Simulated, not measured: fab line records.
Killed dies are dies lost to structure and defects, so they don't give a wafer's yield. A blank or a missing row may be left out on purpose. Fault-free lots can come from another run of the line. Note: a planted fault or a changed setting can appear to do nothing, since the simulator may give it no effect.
fab line records -- flow sky130
record lots=12, wafers=36, last-day=50
route steps=708 shown VT_ADJUST_PCH@152 SONOS_TUNNEL@161 SONOS_ONO@181 GATE_OXIDE@198 PAD_OPEN@708
lots untouched by any fault: they come from a run of this same line in which no faults occurred
start-h: the number of hours between the record's first day and the start of the first shown wafer of the lot -- wait-h: hours from the lot's prior step to this one -- " repeats the value in the row above -- L1.1+2: several wafers, shown together as one row -- - value missing, or start not given -- * or withheld: withheld -- < > ~ a bound
route shown NAME@n: NAME is a module with steps in the file, n the number in the route of the first one -- usual: mean/standard deviation of fault-free wafers -- same: alike in all rows -- chamber/n: place in a boat -- sites: each site's reading -- _std_site: the values' standard deviation -- _edge_site: inner sites' mean taken away from outer sites' mean -- radius-mm: for every site, how far away it sits from the centre of the wafer -- mask NAME#n: copy n -- behind: the last tool/chamber to shape the wafer -- hold: what put the lot on hold/how long, in hours/how the hold closed -- device: the n, p or np transistor that did not switch -- end of line: tests of these same wafers at the route's end -- step lacking rows: just its recipe -- killed: the dies lost at the first sort to structure and to defects; this is not the yield of the wafer -- map: the dies of a wafer, with x for killed, . for not killed, _ for no die there
set.NAME: the setting that was run; set.NAME@STEP: the one run at that earlier step -- model.NAME: the simulator's own value behind a step, which no gauge read
route steps across a sampled set of lots; one table per step, one row per wafer
services: from which hour (start-h, from the record's first day; less than 0 if before it) a tool's chamber was out of use, for how many hours, and why
## steps
# step SKY_VT_ADJUST_PCH_STRIP_09
# recipe chemistry=O2/N2, power-w=1400, pressure-mtorr=1500, platen-temp-c=withheld, o2-flow-sccm=3000, n2-flow-sccm=300, overash-fraction=0.5
# usual drypump-motor-current-A=5.5/0.34, oes-product-au=0.723/0.0043, strip-time-to-endpoint-s=36.96/0.11
# same overash-fraction=0.5
lot.wafer,tool,chamber,start-h,wait-h,drypump-motor-current-A,oes-product-au,rf-hours-counter-h,strip-time-to-endpoint-s
L585.1,plasma-asher-02,0,237.19,0.1,5.3,0.723,43,36.89
L585.4,plasma-asher-02,0,237.19,0.1,5.3,0.721,-,36.88
L585.6,plasma-asher-02,0,237.19,0.1,5.3,0.720,-,36.85
L586.4,plasma-asher-02,0,245.03,0.1,5.3,0.717,-,36.87
L586.5,plasma-asher-02,0,245.03,0.1,5.3,0.722,-,36.75
L586.6,plasma-asher-02,1,245.03,0.1,5.1,0.714,-,36.90
L590.2,plasma-asher-04,1,272.84,0.1,6.1,0.728,53,37.05
L590.3,plasma-asher-04,0,272.84,0.1,5.7,0.721,-,36.91
L590.6,plasma-asher-04,1,272.84,0.1,6.1,0.718,-,36.84
L591.1,plasma-asher-04,1,280.72,0.1,6.1,0.723,54,36.95
L591.2,plasma-asher-04,0,280.72,0.1,5.7,0.727,54,36.92
L591.3,plasma-asher-04,1,280.72,0.1,6.1,0.725,-,36.98
L593.1,plasma-asher-03,1,298.74,0.1,5.3,0.727,63,37.18
L593.3,plasma-asher-03,1,298.74,0.1,5.3,0.723,-,36.99
L593.5,plasma-asher-03,0,298.74,0.1,5.6,0.722,-,37.09
L595.3,plasma-asher-04,0,304.03,0.1,5.7,0.718,-,36.84
L595.4,plasma-asher-04,1,304.03,0.1,6.1,0.719,-,36.83
L595.6,plasma-asher-04,1,304.03,0.1,6.1,0.723,-,36.96
L600.2,plasma-asher-04,1,352.99,0.1,6.1,0.726,61,37.05
L600.3,plasma-asher-04,0,352.99,0.1,5.7,0.719,-,37.09
L600.5,plasma-asher-04,1,352.99,0.1,6.1,0.727,-,37.10
L601.2,plasma-asher-03,0,355.84,0.1,5.6,0.724,69,36.88
L601.3,plasma-asher-03,0,355.84,0.1,5.6,0.721,-,36.85
L601.6,plasma-asher-03,0,355.84,0.1,5.6,0.719,-,36.83
L602.4,plasma-asher-04,1,367.33,0.1,6.0,0.728,-,36.87
L602.5,plasma-asher-04,0,367.33,0.1,5.7,0.727,-,36.75
L602.6,plasma-asher-04,1,367.33,0.1,6.1,0.720,-,36.83
L603.3,plasma-asher-03,0,379.38,0.1,5.6,0.724,-,36.88
L603.4,plasma-asher-03,1,379.38,0.1,5.3,0.732,-,36.78
L603.6,plasma-asher-03,0,379.38,0.1,5.6,0.725,-,36.89
L604.3,plasma-asher-02,1,388.00,0.1,5.1,0.728,-,37.04
L604.4,plasma-asher-02,0,388.00,0.1,5.3,0.716,-,36.93
L604.5,plasma-asher-02,0,388.00,0.1,5.3,0.721,-,37.05
L607.2,plasma-asher-04,1,402.94,0.1,6.1,0.721,65,36.99
L607.3,plasma-asher-04,1,402.94,0.1,6.1,0.722,-,37.08
L607.5,plasma-asher-04,0,402.94,0.1,5.7,0.718,-,36.89
# step SKY_SONOS_TUNNEL_CD_MEAS_07
# recipe target-cd-nm=410
# usual cd-nm=410.3/2.6
lot.wafer,tool,chamber,start-h,wait-h,cd-nm
L585.1,cd-sem-01,-,260.76,0.1,408.4
L585.4,cd-sem-01,-,260.76,0.1,406.0
L585.6,cd-sem-01,-,260.76,0.1,407.7
L586.4,cd-sem-02,-,269.42,0.1,412.0
L586.5,cd-sem-02,-,269.42,0.1,408.8
L586.6,cd-sem-02,-,269.42,0.1,410.5
L590.2,cd-sem-02,-,298.78,0.1,409.9
L590.3,cd-sem-02,-,298.78,0.1,409.7
L590.6,cd-sem-02,-,298.78,0.1,409.8
L591.1,cd-sem-02,-,306.56,0.1,411.3
L591.2,cd-sem-02,-,306.56,0.1,409.0
L591.3,cd-sem-02,-,306.56,0.1,412.2
L593.1,cd-sem-01,-,324.36,0.1,404.0
L593.3,cd-sem-01,-,324.36,0.1,405.4
L593.5,cd-sem-01,-,324.36,0.1,404.8
L595.3,cd-sem-01,-,330.47,0.1,409.9
L595.4,cd-sem-01,-,330.47,0.1,411.3
L595.6,cd-sem-01,-,330.47,0.1,410.1
L600.2,cd-sem-01,-,380.73,0.1,408.7
L600.3,cd-sem-01,-,380.73,0.1,408.4
L600.5,cd-sem-01,-,380.73,0.1,409.3
L601.2,cd-sem-02,-,384.60,0.1,409.8
L601.3,cd-sem-02,-,384.60,0.1,411.6
L601.6,cd-sem-02,-,384.60,0.1,409.8
L602.4,cd-sem-01,-,395.12,0.1,412.3
L602.5,cd-sem-01,-,395.12,0.1,411.3
L602.6,cd-sem-01,-,395.12,0.1,413.4
L603.3,cd-sem-01,-,408.30,0.1,414.9
L603.4,cd-sem-01,-,408.30,0.1,415.4
L603.6,cd-sem-01,-,408.30,0.1,415.9
L604.3,cd-sem-02,-,417.97,0.1,415.3
L604.4,cd-sem-02,-,417.97,0.1,414.0
L604.5,cd-sem-02,-,417.97,0.1,415.2
L607.2,cd-sem-02,-,433.23,0.1,413.3
L607.3,cd-sem-02,-,433.23,0.1,411.3
L607.5,cd-sem-02,-,433.23,0.1,412.8
# step SKY_SONOS_ONO_CD_MEAS_13
# recipe target-cd-nm=410
# usual cd-nm=408.9/2.1
lot.wafer,tool,chamber,start-h,wait-h,cd-nm
L585.1,cd-sem-01,-,292.61,0.1,405.2
L585.4,cd-sem-01,-,292.61,0.1,404.1
L585.6,cd-sem-01,-,292.61,0.1,405.6
L586.4,cd-sem-02,-,300.52,0.1,406.8
L586.5,cd-sem-02,-,300.52,0.1,408.0
L586.6,cd-sem-02,-,300.52,0.1,406.9
L590.2,cd-sem-02,-,330.08,0.1,407.1
L590.3,cd-sem-02,-,330.08,0.1,405.6
L590.6,cd-sem-02,-,330.08,0.1,408.4
L591.1,cd-sem-01,-,342.51,0.1,406.9
L591.2,cd-sem-01,-,342.51,0.1,407.4
L591.3,cd-sem-01,-,342.51,0.1,408.5
L593.1,cd-sem-01,-,364.81,0.1,407.9
L593.3,cd-sem-01,-,364.81,0.1,408.2
L593.5,cd-sem-01,-,364.81,0.1,407.4
L595.3,cd-sem-02,-,366.15,0.1,409.6
L595.4,cd-sem-02,-,366.15,0.1,409.3
L595.6,cd-sem-02,-,366.15,0.1,409.0
L600.2,cd-sem-02,-,416.83,0.1,409.2
L600.3,cd-sem-02,-,416.83,0.1,409.8
L600.5,cd-sem-02,-,416.83,0.1,408.9
L601.2,cd-sem-02,-,420.83,0.1,410.4
L601.3,cd-sem-02,-,420.83,0.1,408.7
L601.6,cd-sem-02,-,420.83,0.1,408.7
L602.4,cd-sem-02,-,431.52,0.1,409.8
L602.5,cd-sem-02,-,431.52,0.1,409.1
L602.6,cd-sem-02,-,431.52,0.1,410.4
L603.3,cd-sem-02,-,445.50,0.1,413.9
L603.4,cd-sem-02,-,445.50,0.1,415.4
L603.6,cd-sem-02,-,445.50,0.1,410.8
L604.3,cd-sem-02,-,455.15,0.1,410.5
L604.4,cd-sem-02,-,455.15,0.1,412.9
L604.5,cd-sem-02,-,455.15,0.1,413.5
L607.2,cd-sem-02,-,469.73,0.1,407.3
L607.3,cd-sem-02,-,469.73,0.1,405.7
L607.5,cd-sem-02,-,469.73,0.1,408.0
# step SKY_GATE_OXIDE_IMPLANT_11
# recipe species=B, energy-kev=10, dose-cm2=2.6e+12, tilt-deg=withheld
# usual beam-energy-keV=10.000/0.0031
lot.wafer,tool,chamber,start-h,wait-h,beam-energy-keV
L585.1,implanter-02,0,319.79,0.0,10.001
L585.4,implanter-02,0,319.79,0.0,9.997
L585.6,implanter-02,0,319.79,0.0,10.001
L586.4,implanter-02,0,327.72,0.1,10.003
L586.5,implanter-02,0,327.72,0.1,10.000
L586.6,implanter-02,0,327.72,0.1,10.005
L590.2,implanter-04,0,359.62,0.0,10.001
L590.3,implanter-04,0,359.62,0.0,10.000
L590.6,implanter-04,0,359.62,0.0,9.993
L591.1,implanter-04,0,373.02,0.0,11.496
L591.2,implanter-04,0,373.02,0.0,11.492
L591.3,implanter-04,0,373.02,0.0,11.489
L593.1,implanter-04,0,396.69,0.0,11.496
L593.3,implanter-04,0,396.69,0.0,11.492
L593.5,implanter-04,0,396.69,0.0,11.495
L595.3,implanter-03,0,397.08,0.1,9.999
L595.4,implanter-03,0,397.08,0.1,10.002
L595.6,implanter-03,0,397.08,0.1,10.001
L600.2,implanter-04,0,448.62,0.0,10.001
L600.3,implanter-04,0,448.62,0.0,9.995
L600.5,implanter-04,0,448.62,0.0,9.997
L601.2,implanter-04,0,454.19,0.0,9.994
L601.3,implanter-04,0,454.19,0.0,10.001
L601.6,implanter-04,0,454.19,0.0,9.998
L602.4,implanter-04,0,464.54,0.1,10.003
L602.5,implanter-04,0,464.54,0.1,10.006
L602.6,implanter-04,0,464.54,0.1,10.003
L603.3,implanter-02,0,480.62,0.1,9.995
L603.4,implanter-02,0,480.62,0.1,10.001
L603.6,implanter-02,0,480.62,0.1,9.998
L604.3,implanter-03,0,490.89,0.1,10.000
L604.4,implanter-03,0,490.89,0.1,10.002
L604.5,implanter-03,0,490.89,0.1,10.000
L607.2,implanter-04,0,502.07,0.0,9.999
L607.3,implanter-04,0,502.07,0.0,10.002
L607.5,implanter-04,0,502.07,0.0,9.997
# step SKY_GATE_OXIDE_TW_MEAS_14
# usual GATE_OXIDE_TW=222.0/0.96
lot.wafer,tool,chamber,start-h,wait-h,GATE_OXIDE_TW
L585.1,film-metro-04,-,320.17,0.1,223.0
L585.4,film-metro-04,-,320.17,0.1,222.1
L585.6,film-metro-04,-,320.17,0.1,222.6
L586.4,film-metro-01,-,328.09,0.1,220.3
L586.5,film-metro-01,-,328.09,0.1,221.9
L586.6,film-metro-01,-,328.09,0.1,220.3
L590.2,film-metro-04,-,359.95,0.1,221.2
L590.3,film-metro-04,-,359.95,0.1,221.1
L590.6,film-metro-04,-,359.95,0.1,221.6
L591.1,film-metro-01,-,373.37,0.1,230.2
L591.2,film-metro-01,-,373.37,0.1,229.0
L591.3,film-metro-01,-,373.37,0.1,228.9
L593.1,film-metro-03,-,397.04,0.1,229.6
L593.3,film-metro-03,-,397.04,0.1,228.6
L593.5,film-metro-03,-,397.04,0.1,229.6
L595.3,film-metro-03,-,397.40,0.1,221.3
L595.4,film-metro-03,-,397.40,0.1,221.5
L595.6,film-metro-03,-,397.40,0.1,222.0
L600.2,film-metro-01,-,448.96,0.1,223.0
L600.3,film-metro-01,-,448.96,0.1,221.7
L600.5,film-metro-01,-,448.96,0.1,222.5
L601.2,film-metro-01,-,454.53,0.1,222.6
L601.3,film-metro-01,-,454.53,0.1,222.4
L601.6,film-metro-01,-,454.53,0.1,223.4
L602.4,film-metro-04,-,464.85,0.1,222.4
L602.5,film-metro-04,-,464.85,0.1,223.3
L602.6,film-metro-04,-,464.85,0.1,223.0
L603.3,film-metro-01,-,480.94,0.1,220.4
L603.4,film-metro-01,-,480.94,0.1,221.7
L603.6,film-metro-01,-,480.94,0.1,220.8
L604.3,film-metro-01,-,491.22,0.1,222.1
L604.4,film-metro-01,-,491.22,0.1,222.0
L604.5,film-metro-01,-,491.22,0.1,222.0
L607.2,film-metro-01,-,502.40,0.1,220.4
L607.3,film-metro-01,-,502.40,0.1,220.5
L607.5,film-metro-01,-,502.40,0.1,221.4
# step SKY_PAD_OPEN_PROBE_99
# usual killed_at_M0_to_M3=44/7.2, killed_at_M4_up=2.9/1.8, killed-at-contacts=24/5.6, killed-at-front-end=15/4.2, killed-at-other=0.4/0.71, killed-dies=86/9.2, killed-on-rim=16/3.6, killed-open=47/7.2, killed-short=39/5.7
# same gross-dies=492, killed-at-back-side=0
lot.wafer,tool,chamber,start-h,wait-h,killed_at_M0_to_M3,killed_at_M4_up,killed-at-contacts,killed-at-front-end,killed-at-other,killed-dies,killed-on-rim,killed-open,killed-short
L585.1,prober-01,-,1083.57,0.1,50,1,27,23,0,101,19,59,42
L585.4,prober-01,-,1083.72,0.2,41,6,25,21,0,93,22,52,41
L585.6,prober-01,-,1083.82,0.2,47,1,31,18,0,97,21,63,34
L586.4,prober-02,-,1088.73,0.2,57,0,17,18,2,94,11,49,45
L586.5,prober-02,-,1088.78,0.2,46,1,16,23,0,86,15,45,41
L586.6,prober-02,-,1088.83,0.2,36,9,23,17,0,85,10,48,35
L590.2,prober-01,-,1113.66,0.1,38,3,24,20,0,85,15,56,29
L590.3,prober-01,-,1113.71,0.2,41,3,15,17,0,76,11,34,42
L590.6,prober-01,-,1113.86,0.2,38,4,29,14,1,86,19,48,38
L591.1,prober-01,-,1124.97,0.1,49,2,18,11,3,83,13,44,38
L591.2,prober-01,-,1125.02,0.1,47,1,21,15,1,85,14,43,42
L591.3,prober-01,-,1125.07,0.2,46,6,31,12,0,95,17,53,42
L593.1,prober-01,-,1138.97,0.1,36,1,21,19,0,77,12,48,29
L593.3,prober-01,-,1139.07,0.2,42,6,37,21,0,106,22,52,51
L593.5,prober-01,-,1139.17,0.2,35,5,31,14,0,85,17,49,36
L595.3,prober-02,-,1143.17,0.2,42,1,17,13,0,73,18,39,34
L595.4,prober-02,-,1143.22,0.2,38,6,20,17,0,81,17,46,35
L595.6,prober-02,-,1143.32,0.2,33,2,26,19,0,80,15,50,29
L600.2,prober-02,-,1172.88,0.1,52,2,22,7,3,86,18,46,38
L600.3,prober-02,-,1172.93,0.2,44,1,23,11,1,80,12,42,37
L600.5,prober-02,-,1173.03,0.2,54,4,24,20,0,102,23,55,46
L601.2,prober-01,-,1174.33,0.1,36,3,17,13,0,69,14,35,34
L601.3,prober-01,-,1174.38,0.2,48,1,30,11,0,90,9,46,44
L601.6,prober-01,-,1174.53,0.2,43,3,27,9,0,82,17,46,36
L602.4,prober-02,-,1179.63,0.2,54,3,17,14,0,88,18,42,45
L602.5,prober-02,-,1179.68,0.2,39,1,24,17,0,81,11,49,30
L602.6,prober-02,-,1179.73,0.2,54,2,20,9,0,85,13,49,36
L603.3,prober-01,-,1185.48,0.2,44,3,26,18,0,91,18,53,38
L603.4,prober-01,-,1185.53,0.2,45,3,31,8,0,87,15,50,37
L603.6,prober-01,-,1185.63,0.2,53,3,24,14,0,94,20,57,37
L604.3,prober-02,-,1195.73,0.2,41,4,18,14,1,78,15,46,32
L604.4,prober-02,-,1195.78,0.2,46,2,26,20,0,94,17,53,41
L604.5,prober-02,-,1195.83,0.2,50,1,23,7,0,81,18,47,34
L607.2,prober-02,-,1198.23,0.1,42,6,20,10,0,78,11,45,33
L607.3,prober-02,-,1198.28,0.2,42,3,27,14,0,86,16,45,41
L607.5,prober-02,-,1198.38,0.2,41,3,23,17,0,84,17,44,40
# killed by level:class
L585.1 VIA3:geometric-particle:open=11 VIA1:geometric-particle:open=9 LI_CONTACT:geometric-particle:open=9 FIELD_ISO:geometric-particle:short=8 POLY_GATE:geometric-particle:open=7 CONTACT:geometric-particle:open=7 METAL2:geometric-particle:short=7 VIA2:geometric-particle:open=7
L585.4 VIA1:geometric-particle:open=12 CONTACT:geometric-particle:open=11 VIA3:geometric-particle:open=7 POLY_GATE:geometric-particle:short=6 POLY_GATE:geometric-particle:open=6 LI_CONTACT:geometric-particle:open=6 LOCAL_INTERCONNECT:geometric-particle:short=5 METAL4:geometric-particle:short=5
L585.6 VIA1:geometric-particle:open=14 CONTACT:geometric-particle:open=13 LI_CONTACT:geometric-particle:open=9 VIA3:geometric-particle:open=8 METAL2:geometric-particle:short=7 VIA2:geometric-particle:open=5 FIELD_ISO:geometric-particle:open=4 POLY_GATE:geometric-particle:open=4
L586.4 VIA1:geometric-particle:open=20 METAL1:geometric-particle:short=10 METAL2:geometric-particle:short=9 FIELD_ISO:geometric-particle:short=7 FIELD_ISO:geometric-particle:open=5 CONTACT:geometric-particle:open=5 VIA3:geometric-particle:open=5 LOCAL_INTERCONNECT:geometric-particle:short=4
L586.5 VIA1:geometric-particle:open=13 POLY_GATE:geometric-particle:short=8 VIA1:geometric-particle:short=7 LI_CONTACT:geometric-particle:open=6 FIELD_ISO:geometric-particle:open=5 VIA2:geometric-particle:open=5 FIELD_ISO:geometric-particle:short=4 METAL1:geometric-particle:short=4
L586.6 LI_CONTACT:geometric-particle:open=9 METAL2:geometric-particle:short=7 CONTACT:geometric-particle:open=7 VIA1:geometric-particle:open=7 METAL4:geometric-particle:short=6 VIA2:geometric-particle:open=5 FIELD_ISO:geometric-particle:open=4 FIELD_ISO:geometric-particle:short=4
L590.2 VIA2:geometric-particle:open=9 CONTACT:geometric-particle:open=8 LOCAL_INTERCONNECT:geometric-particle:short=7 FIELD_ISO:geometric-particle:open=6 LI_CONTACT:geometric-particle:open=6 VIA1:geometric-particle:open=5 POLY_GATE:geometric-particle:open=4 METAL1:geometric-particle:short=4
L590.3 POLY_GATE:geometric-particle:short=8 VIA1:geometric-particle:open=8 LOCAL_INTERCONNECT:geometric-particle:short=6 METAL3:geometric-particle:short=6 LI_CONTACT:geometric-particle:open=5 VIA3:geometric-particle:open=5 METAL2:geometric-particle:short=5 VIA2:geometric-particle:open=5
L590.6 CONTACT:geometric-particle:open=12 VIA3:geometric-particle:short=7 VIA2:geometric-particle:open=7 VIA3:geometric-particle:open=7 LI_CONTACT:geometric-particle:open=6 CONTACT:geometric-particle:short=5 FIELD_ISO:geometric-particle:short=4 LOCAL_INTERCONNECT:geometric-particle:short=4
L591.1 VIA1:geometric-particle:open=12 VIA2:geometric-particle:open=10 LOCAL_INTERCONNECT:geometric-particle:short=6 METAL1:geometric-particle:short=6 CONTACT:geometric-particle:open=5 VIA2:geometric-particle:short=5 METAL3:geometric-particle:short=4 POLY_GATE:geometric-particle:short=3
L591.2 VIA1:geometric-particle:open=9 LI_CONTACT:geometric-particle:open=6 METAL1:geometric-particle:short=6 VIA2:geometric-particle:open=6 LI_CONTACT:geometric-particle:short=5 CONTACT:geometric-particle:open=5 SPACER:geometric-particle:short=4 VIA1:geometric-particle:short=4
L591.3 LI_CONTACT:geometric-particle:open=13 VIA2:geometric-particle:open=11 VIA1:geometric-particle:open=10 METAL2:geometric-particle:short=8 CONTACT:geometric-particle:open=7 LOCAL_INTERCONNECT:geometric-particle:short=5 METAL1:geometric-particle:short=5 VIA3:geometric-particle:open=4
L593.1 VIA3:geometric-particle:open=9 CONTACT:geometric-particle:open=9 VIA1:geometric-particle:open=6 VIA2:geometric-particle:open=6 FIELD_ISO:geometric-particle:short=5 FIELD_ISO:geometric-particle:open=5 POLY_GATE:geometric-particle:short=5 LOCAL_INTERCONNECT:geometric-particle:short=4
L593.3 CONTACT:geometric-particle:open=18 CONTACT:geometric-particle:short=8 VIA1:geometric-particle:open=8 LI_CONTACT:geometric-particle:open=6 METAL2:geometric-particle:short=6 VIA3:geometric-particle:open=5 METAL4:geometric-particle:short=5 METAL3:geometric-particle:short=4
L593.5 CONTACT:geometric-particle:open=12 CONTACT:geometric-particle:short=8 VIA2:geometric-particle:open=7 LI_CONTACT:geometric-particle:open=6 VIA3:geometric-particle:open=6 VIA1:geometric-particle:open=6 POLY_GATE:geometric-particle:short=5 METAL1:geometric-particle:short=4
L595.3 VIA1:geometric-particle:open=9 METAL2:geometric-particle:short=7 FIELD_ISO:geometric-particle:open=6 METAL1:geometric-particle:short=6 VIA1:geometric-particle:short=5 VIA2:geometric-particle:open=5 LI_CONTACT:geometric-particle:open=4 LOCAL_INTERCONNECT:geometric-particle:short=4
L595.4 VIA1:geometric-particle:open=13 LOCAL_INTERCONNECT:geometric-particle:short=7 VIA2:geometric-particle:open=6 FIELD_ISO:geometric-particle:open=5 METAL4:geometric-particle:short=5 CONTACT:geometric-particle:open=4 CONTACT:geometric-particle:short=4 METAL2:geometric-particle:open=4
L595.6 VIA1:geometric-particle:open=12 LI_CONTACT:geometric-particle:open=10 CONTACT:geometric-particle:open=8 VIA3:geometric-particle:open=5 FIELD_ISO:geometric-particle:open=4 CONTACT:geometric-particle:short=4 VIA1:geometric-particle:short=4 VIA2:geometric-particle:open=4
L600.2 VIA1:geometric-particle:open=13 LI_CONTACT:geometric-particle:open=9 CONTACT:geometric-particle:open=8 VIA2:geometric-particle:open=7 METAL3:geometric-particle:short=6 VIA2:geometric-particle:short=5 METAL1:geometric-particle:short=5 METAL2:geometric-particle:short=5
L600.3 VIA1:geometric-particle:open=12 CONTACT:geometric-particle:open=9 METAL1:geometric-particle:short=7 VIA1:geometric-particle:short=7 LI_CONTACT:geometric-particle:open=5 VIA3:geometric-particle:open=5 POLY_GATE:geometric-particle:short=4 VIA2:geometric-particle:short=4
L600.5 VIA1:geometric-particle:open=14 METAL2:geometric-particle:short=9 VIA2:geometric-particle:open=8 FIELD_ISO:geometric-particle:open=7 LI_CONTACT:geometric-particle:open=7 VIA3:geometric-particle:open=7 FIELD_ISO:geometric-particle:short=6 CONTACT:geometric-particle:open=6
L601.2 VIA1:geometric-particle:open=10 LI_CONTACT:geometric-particle:open=7 POLY_GATE:geometric-particle:short=6 VIA1:geometric-particle:short=5 VIA3:geometric-particle:open=5 POLY_GATE:geometric-particle:open=3 LOCAL_INTERCONNECT:geometric-particle:short=3 METAL1:geometric-particle:short=3
L601.3 VIA1:geometric-particle:open=14 CONTACT:geometric-particle:open=8 VIA1:geometric-particle:short=8 LOCAL_INTERCONNECT:geometric-particle:short=7 CONTACT:geometric-particle:short=7 VIA3:geometric-particle:open=7 VIA2:geometric-particle:open=5 LI_CONTACT:geometric-particle:open=4
L601.6 CONTACT:geometric-particle:open=14 VIA1:geometric-particle:open=9 VIA3:geometric-particle:short=8 VIA3:geometric-particle:open=8 CONTACT:geometric-particle:short=5 LI_CONTACT:geometric-particle:open=4 METAL3:geometric-particle:short=4 METAL2:geometric-particle:short=3
L602.4 VIA1:geometric-particle:open=14 METAL1:geometric-particle:short=7 VIA3:geometric-particle:open=6 FIELD_ISO:geometric-particle:short=5 CONTACT:geometric-particle:open=5 VIA1:geometric-particle:short=5 VIA2:geometric-particle:short=5 LI_CONTACT:geometric-particle:open=4
L602.5 VIA2:geometric-particle:open=9 CONTACT:geometric-particle:open=8 VIA1:geometric-particle:open=8 FIELD_ISO:geometric-particle:open=7 LI_CONTACT:geometric-particle:open=6 VIA3:geometric-particle:open=6 CONTACT:geometric-particle:short=4 VIA2:geometric-particle:short=4
L602.6 VIA2:geometric-particle:open=11 VIA1:geometric-particle:open=9 LI_CONTACT:geometric-particle:open=8 METAL1:geometric-particle:short=8 VIA3:geometric-particle:open=6 CONTACT:geometric-particle:open=6 METAL2:geometric-particle:short=6 VIA1:geometric-particle:short=6
L603.3 CONTACT:geometric-particle:open=12 VIA1:geometric-particle:open=9 FIELD_ISO:geometric-particle:short=7 VIA3:geometric-particle:open=7 FIELD_ISO:geometric-particle:open=6 METAL1:geometric-particle:short=6 VIA2:geometric-particle:open=6 LI_CONTACT:geometric-particle:short=4
L603.4 VIA1:geometric-particle:open=13 CONTACT:geometric-particle:open=10 VIA2:geometric-particle:open=8 CONTACT:geometric-particle:short=6 METAL2:geometric-particle:short=6 FIELD_ISO:geometric-particle:open=5 LI_CONTACT:geometric-particle:short=5 LI_CONTACT:geometric-particle:open=5
L603.6 VIA1:geometric-particle:open=11 CONTACT:geometric-particle:open=11 VIA2:geometric-particle:open=10 METAL2:geometric-particle:short=6 METAL1:geometric-particle:short=6 VIA3:geometric-particle:open=6 LOCAL_INTERCONNECT:geometric-particle:short=5 METAL1:geometric-particle:open=5
L604.3 VIA2:geometric-particle:open=8 VIA1:geometric-particle:short=8 LI_CONTACT:geometric-particle:open=7 POLY_GATE:geometric-particle:open=6 VIA1:geometric-particle:open=6 CONTACT:geometric-particle:open=5 VIA3:geometric-particle:open=4 LOCAL_INTERCONNECT:geometric-particle:short=3
L604.4 CONTACT:geometric-particle:open=11 VIA1:geometric-particle:open=8 VIA2:geometric-particle:open=7 METAL1:geometric-particle:short=6 VIA2:geometric-particle:short=6 POLY_GATE:geometric-particle:open=5 LOCAL_INTERCONNECT:geometric-particle:short=5 VIA3:geometric-particle:open=5
L604.5 VIA1:geometric-particle:open=14 LI_CONTACT:geometric-particle:open=8 VIA1:geometric-particle:short=7 VIA2:geometric-particle:open=7 CONTACT:geometric-particle:open=5 METAL2:geometric-particle:short=5 CONTACT:geometric-particle:short=4 LI_CONTACT:geometric-particle:short=3
L607.2 VIA3:geometric-particle:open=10 CONTACT:geometric-particle:open=8 VIA1:geometric-particle:open=7 VIA2:geometric-particle:open=6 METAL1:geometric-particle:short=5 METAL4:geometric-particle:short=5 POLY_GATE:geometric-particle:short=4 LI_CONTACT:geometric-particle:open=4
L607.3 VIA3:geometric-particle:open=11 CONTACT:geometric-particle:open=10 CONTACT:geometric-particle:short=7 METAL1:geometric-particle:short=7 POLY_GATE:geometric-particle:open=5 LI_CONTACT:geometric-particle:open=5 METAL2:geometric-particle:short=5 VIA2:geometric-particle:short=4
L607.5 VIA3:geometric-particle:open=9 CONTACT:geometric-particle:open=9 FIELD_ISO:geometric-particle:short=6 VIA1:geometric-particle:open=6 LI_CONTACT:geometric-particle:short=5 POLY_GATE:geometric-particle:short=4 LI_CONTACT:geometric-particle:open=4 VIA2:geometric-particle:open=4
## services
tool,chamber,start-h,hours,kind
implanter-03,-,218.61,4.1,pm
implanter-03,-,224.60,1.5,repair
implanter-03,-,245.53,5.1,repair
implanter-03,-,256.21,3.9,repair
plasma-asher-03,-,264.34,5.6,repair
implanter-03,-,270.47,109.0,pm
plasma-asher-02,-,285.37,3.1,repair
plasma-asher-04,-,287.35,3.8,repair
plasma-asher-02,-,297.92,4.2,repair
implanter-04,-,349.46,3.4,repair
plasma-asher-04,-,383.45,2.8,pm
plasma-asher-03,-,396.44,2.1,repair
implanter-04,-,400.43,3.6,repair
implanter-03,-,408.66,0.7,repair
implanter-03,-,410.83,1.4,repair
plasma-asher-03,-,421.25,9.0,pm
plasma-asher-03,0,421.25,9.0,vent-cycle
plasma-asher-03,1,421.25,9.0,vent-cycle
plasma-asher-03,0,430.25,-,clean
plasma-asher-03,1,430.25,-,clean
implanter-02,-,452.46,1.7,repair
implanter-02,-,469.14,3.4,repair
implanter-04,-,471.98,1.1,repair
implanter-03,-,481.39,6.9,repair
## key
first-sign step=SKY_GATE_OXIDE_IMPLANT_11, reading=beam-energy-keV, direction=up, sigmas=99+, usual=*, struck=*
effect step=SKY_GATE_OXIDE_TW_MEAS_14, reading=GATE_OXIDE_TW, direction=up, sigmas=7.7, usual=222.0, struck=229.3
met-at SKY_GATE_OXIDE_IMPLANT_11
struck-lots L591,L593
tester-left-out L591,L593
not-acting-at SKY_VT_ADJUST_PCH_STRIP_09,SKY_SONOS_TUNNEL_CD_MEAS_07,SKY_SONOS_ONO_CD_MEAS_13
onset-between 359.62 373.02
fault kind=process-parameter-drift, tool=implanter-04, chamber=-, onset-h=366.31, steps=SKY_GATE_OXIDE_IMPLANT_11, channel=energy-kev, offset=*, shape=step, end-h=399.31, acts-in=*, stated=*
# tester-left-out: of these lots the tester's yield and bins aren't shown, on N5 and GAA mostly nor the transistor test; their killed dies are dies lost to structure and defects alone, not to doping, threshold or leakage, so they don't give the yield
